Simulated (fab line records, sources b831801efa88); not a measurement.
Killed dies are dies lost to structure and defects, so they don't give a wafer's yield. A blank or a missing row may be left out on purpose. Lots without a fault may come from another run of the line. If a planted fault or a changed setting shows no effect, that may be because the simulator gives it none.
Commonality check across tools | flow gf180mcu | Lots sampled 11, wafers sampled 39

## WHY IT WAS OPENED
Of 11 lots, 2 have the reading M2_ALCU_RS flagged at GF_M2_RS_MEAS_05. No-fault wafers: 0.0673 ohm/sq, standard deviation 0.00078.
Rule: flag the lot when none of its wafers has a number, or when each of its wafers that has one lies beyond 4 standard deviations from that mean. All remaining lots are regarded as sound.

lot  | measured     | on            | M2_ALCU_RS (ohm/sq), wafer by wafer       | flag
L311 | day 18 18:43 | film_metro-03 | 0.0681 0.0676 0.0679                      |
L312 | day 19 05:24 | film_metro-03 | 0.0680 0.0680 0.0678                      |
L317 | day 20 17:14 | film_metro-02 | 0.1016 0.1023 0.1015 0.1017 0.1026 0.1016 | FLAGGED
L318 | day 21 08:16 | film_metro-02 | 0.0993 0.0999 0.1009 0.0992 0.0998 0.1010 | FLAGGED
L323 | day 23 02:58 | film_metro-03 | 0.0671 0.0665 0.0666                      |
L324 | day 23 10:14 | film_metro-02 | 0.0664 0.0664 0.0657                      |
L325 | day 23 17:54 | film_metro-03 | 0.0664 0.0669 0.0673                      |
L328 | day 24 21:10 | film_metro-02 | 0.0660 0.0675 0.0662                      |
L329 | day 25 02:01 | film_metro-04 | 0.0668 0.0681 0.0668                      |
L330 | day 25 06:16 | film_metro-03 | 0.0677 0.0674 0.0665                      |
L332 | day 25 23:08 | film_metro-03 | 0.0663 0.0669 0.0660                      |
On average the flagged lots' numbers are 0.1009 ohm/sq, which is +0.0336 ohm/sq against the usual, or +43 standard deviations.

## LOT BY LOT: THE TOOL USED
The record holds 1 process step before the reading, out of a route of 602 steps. Every cell lists first the tool, next ch and the chambers used by the sampled wafers, and last the start.
lot  | flag    | GF_M2_SPUTTER_02
L311 |         | pvd_sputter-04, day 18 18:38
L312 |         | pvd_sputter-02, day 19 05:19
L317 | FLAGGED | pvd_sputter-02, day 20 17:08
L318 | FLAGGED | pvd_sputter-02, day 21 08:08
L323 |         | pvd_sputter-04, day 23 02:51
L324 |         | pvd_sputter-01, day 23 10:08
L325 |         | pvd_sputter-04, day 23 17:49
L328 |         | pvd_sputter-04, day 24 21:05
L329 |         | pvd_sputter-04, day 25 01:56
L330 |         | pvd_sputter-04, day 25 06:11
L332 |         | pvd_sputter-04, day 25 23:02
What the steps here do:
- GF_M2_SPUTTER_02: material AlCu, target thk 450 nm, time 23.9 s.
- GF_M2_RS_MEAS_05: measures by four-point-probe.

## FLAGGED OVER TOTAL, TOOL BY TOOL (the gauges that took the reading come last)
step             | tool           | lots run | flagged | share of the flagged lots | sound lots run after its first flagged lot
GF_M2_SPUTTER_02 | pvd_sputter-01 | 1        | 0       | none                      | -
GF_M2_SPUTTER_02 | pvd_sputter-02 | 3        | 2       | all                       | 0
GF_M2_SPUTTER_02 | pvd_sputter-04 | 7        | 0       | none                      | -
GF_M2_RS_MEAS_05 | film_metro-02  | 4        | 2       | all                       | 2 (L324,L328)
GF_M2_RS_MEAS_05 | film_metro-03  | 6        | 0       | none                      | -
GF_M2_RS_MEAS_05 | film_metro-04  | 1        | 0       | none                      | -

## WHAT IS ALLOWED BY THE TABLE
Table rows that saw every flagged lot: 2, namely pvd_sputter-02 at GF_M2_SPUTTER_02 and film_metro-02 at GF_M2_RS_MEAS_05.
- pvd_sputter-02 at GF_M2_SPUTTER_02: 2 of its 3 lots flagged. Last sound lot L312 at day 19 05:19, first flagged lot L317 at day 20 17:08; a fault beginning in between fits.
- film_metro-02 at GF_M2_RS_MEAS_05: 2 of its 4 lots flagged. Sound lots followed the first flagged one (L324, L328) on it, something a lasting fault affecting the whole tool could not allow.
Left over: one tool, pvd_sputter-02 at GF_M2_SPUTTER_02.

## WHAT HAD BEEN PUT IN BY THE SIMULATOR
Site profile drift: pvd_sputter-02, from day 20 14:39 on, at GF_M2_SPUTTER_02. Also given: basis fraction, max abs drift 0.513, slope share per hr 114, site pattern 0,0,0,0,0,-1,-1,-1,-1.
Shown lots that were struck: L317, L318. Same finding as the rule above.
